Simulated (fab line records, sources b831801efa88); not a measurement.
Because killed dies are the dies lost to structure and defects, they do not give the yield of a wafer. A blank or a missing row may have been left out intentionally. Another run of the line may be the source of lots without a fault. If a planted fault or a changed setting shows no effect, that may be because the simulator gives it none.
A lot that was struck, set against a sound lot | flow sky130 | 21 steps out of a route of 708
Sound: these wafers, L876.2, L876.3, L876.4. Struck: wafers L885.1, L885.2, L885.4. The cause is given at the end.
Order at every step that has rows: each side's tool, ch and its chambers, its first start. Under that, the readings that differ: sound wafers | struck wafers | difference of the means | sigmas: that difference in standard deviations of wafers without a fault.
alike: same words and numbers on both sides, and readings whose means sit less than 2 such deviations apart. not compared: any withheld reading, any reading some wafer has no value for, any bound like >300 that may hide the same value, and any number with overlapping values for which the record gives no deviation.
The two part at a step that has a row with sigmas, a row that says differs or no value, or rows on one side only. Non-overlapping numbers with no deviation appear without sigmas and do not part them. A reading missing from all wafers of one side parts the sides only when that side holds two or more wafers.

first, 6 steps without rows for these wafers: SKY_DNWELL_COAT_02 (resist thk 3000 nm); SKY_DNWELL_SOFTBAKE_03; SKY_DNWELL_EXPOSE_04 (exposes mask DNM, target cd 3000 nm); SKY_DNWELL_PEB_05; SKY_DNWELL_DEVELOP_06 (develop time 60 s); SKY_DNWELL_IMPLANT_07.
SKY_DNWELL_STRIP_08: strips in O2/N2.
  sound on plasma_asher-01 ch 0,1, day 3 11:28; struck on plasma_asher-03 ch 0,1, day 5 10:49
  alike: drypump_motor_current_A, n2_flow_sccm, oes_product_au, strip_time_to_endpoint_s
  not compared: rf_hours_counter_h
SKY_DNWELL_TW_MEAS_09:
  sound on film_metro-02, day 3 11:34; struck on film_metro-01, day 5 10:55
  reading   | sound          | struck         | difference | sigmas
  DNWELL_TW | 1117 1110 1111 | 1129 1131 1128 | +17        | +2
then, 4 steps without rows for these wafers: SKY_PWDE_DEHYDRATE_00 (time 60 s); SKY_PWDE_HMDS_01 (prime time 60 s); SKY_PWDE_COAT_02 (resist thk 3000 nm); SKY_PWDE_SOFTBAKE_03.
SKY_PWDE_EXPOSE_04: exposes mask PWDEM, target cd 840 nm.
  sound on iline_stepper-02 ch 0, day 3 19:38; struck on iline_stepper-02 ch 0, day 5 19:56
  reading | sound                   | struck            | difference | sigmas
  mask    | PWDEM#0 PWDEM#0 PWDEM#0 | NWM#0 NWM#0 NWM#0 | differs    |
then, 2 steps without rows for these wafers: SKY_PWDE_PEB_05; SKY_PWDE_DEVELOP_06 (develop time 60 s).
SKY_PWDE_OVL_MEAS_07:
  sound on overlay-02, day 4 03:35; struck on overlay-01, day 6 04:41
  reading       | sound          | struck | difference                    | sigmas
  PWDE_OVL (nm) | -0.3 -0.9 -0.8 | - - -  | no value on the struck wafers |
after that, 1 step had no rows for these wafers: SKY_PWDE_IMPLANT_08.
SKY_PWDE_STRIP_09: strips in O2/N2.
  sound on plasma_asher-01 ch 0,1, day 4 03:46; struck on plasma_asher-01 ch 0,1, day 6 04:52
  alike: drypump_motor_current_A, n2_flow_sccm, oes_product_au, strip_time_to_endpoint_s
  not compared: rf_hours_counter_h
SKY_PWDE_TW_MEAS_10:
  sound on film_metro-03, day 4 03:53; struck on film_metro-03, day 6 04:58
  reading | sound             | struck         | difference | sigmas
  PWDE_TW | 372.9 372.4 370.9 | 30.2 30.2 30.1 | -341.9     | -99 or more
then, 1 step without rows for these wafers: SKY_NWELL_DEHYDRATE_03 (time 60 s).
-- the record jumps here: 42 days lie between the struck wafers' starts before and after (it left off in module NWELL and takes up again in module PAD_OPEN, whose first step shown is number 708 of the route) --
SKY_PAD_OPEN_PROBE_99:
  the record has rows for the struck wafers here (prober-02, day 48 14:26) and none for the sound ones

## WHERE THEY PART
First at SKY_DNWELL_TW_MEAS_09; last, within this record, at SKY_PAD_OPEN_PROBE_99.

WHY: what the simulator had put in
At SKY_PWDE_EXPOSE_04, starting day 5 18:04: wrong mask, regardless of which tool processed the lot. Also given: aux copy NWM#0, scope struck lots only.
